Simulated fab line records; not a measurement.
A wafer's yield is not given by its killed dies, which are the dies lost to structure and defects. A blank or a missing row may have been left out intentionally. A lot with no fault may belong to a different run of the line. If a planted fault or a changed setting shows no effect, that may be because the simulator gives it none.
Comparing a struck lot with a sound one + flow sky130 + 15 steps out of a route of 708
Sound: these wafers, L204.2, L204.4, L204.5. The struck wafers were L205.1, L205.3, L205.5. The cause comes at the end.
For every step that has rows: the tool of each side, followed by ch and its chambers, followed by its first start. Under that, the readings that differ: sound wafers + struck wafers + difference of the means + sigmas: that difference in standard deviations of wafers without a fault.
alike: words and numbers the same on both sides, and readings whose means are apart by under 2 such deviations; not compared: readings that were withheld, readings missing a value for some wafer, numbers with overlapping values and no deviation given by the record, and bounds like >300 which may hide the same value.
The two part at a step that has a row with sigmas, a row that says differs or no value, or rows on one side only. Numbers that have no deviation but don't overlap get no sigmas and don't part them. Lack of a reading on every wafer of one side parts them only where that side has two or more wafers.

first, 2 steps without rows for these wafers: SKY_NWELL_IMPLANT_12; SKY_NWELL_IMPLANT_13.
SKY_NWELL_STRIP_14: strips in O2/N2.
  sound on plasma asher-01 ch 0,1, day 7 14:04; struck on plasma asher-01 ch 0,1, day 7 20:59
  alike: drypump motor current A, n2 flow sccm, oes product au, strip time to endpoint s
  not compared: rf hours counter h
SKY_NWELL_TW_MEAS_15:
  sound on film metro-01 at day 7 14:11; struck on film metro-02 at day 7 21:05
  alike: NWELL_TW
then, 7 steps without rows for these wafers: SKY_NWELL_DEHYDRATE_16 (time 60 s); SKY_NWELL_HMDS_17 (prime time 60 s); SKY_NWELL_COAT_18 (resist thk 3000 nm); SKY_NWELL_SOFTBAKE_19; SKY_NWELL_EXPOSE_20 (exposes mask NWM COMPLEMENT, target cd 840 nm); SKY_NWELL_PEB_21; SKY_NWELL_DEVELOP_22 (develop time 60 s).
SKY_NWELL_OVL_MEAS_23:
  sound on overlay-01 at day 8 09:52; struck on overlay-01 at day 8 17:07
  alike: NWELL_01_OVL
SKY_NWELL_IMPLANT_24:
  sound on implanter-01 ch 0, day 8 09:56; struck on implanter-04 ch 0, day 8 17:09
| reading       | sound                         | struck                        | difference | sigmas |
|---------------|-------------------------------|-------------------------------|------------|--------|
| dose ions cm2 | 9.195e+12 9.206e+12 9.195e+12 | 9.018e+12 9.003e+12 9.015e+12 | -1.867e+11 | -19    |
SKY_NWELL_STRIP_25: strips in O2/N2.
  sound on plasma asher-01 ch 0, day 8 10:03; struck on plasma asher-01 ch 0,1, day 8 17:18
  alike: drypump motor current A, n2 flow sccm, oes product au, strip time to endpoint s
  not compared: rf hours counter h
-- the record jumps here: 41 days lie between the struck wafers' starts before and after (it left off in module NWELL and takes up again in module PAD_OPEN, whose first step shown is number 708 of the route) --
SKY_PAD_OPEN_PROBE_99:
  sound on prober-02 at day 49 07:30; struck on prober-02 at day 49 22:17
| reading                                    | sound          | struck         | difference | sigmas |
|--------------------------------------------|----------------|----------------|------------|--------|
| killed at contacts                         | 18 12 26       | 28 42 27       | +14        | +2     |
| model.etest.res pwell under gate.rs ohm sq | 2263 2258 2268 | 2315 2312 2315 | +51        |        |
  alike: killed_at_M0_to_M3, killed_at_M4_up, killed at front end, killed at other, killed dies, killed open, killed short

== WHERE THEY PART ==
At SKY_NWELL_IMPLANT_24 first; at SKY_PAD_OPEN_PROBE_99 last (within this record only).

WHY: what had been put in by the simulator
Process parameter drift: implanter-04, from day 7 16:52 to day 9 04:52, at SKY_NWELL_IMPLANT_24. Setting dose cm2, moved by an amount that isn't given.
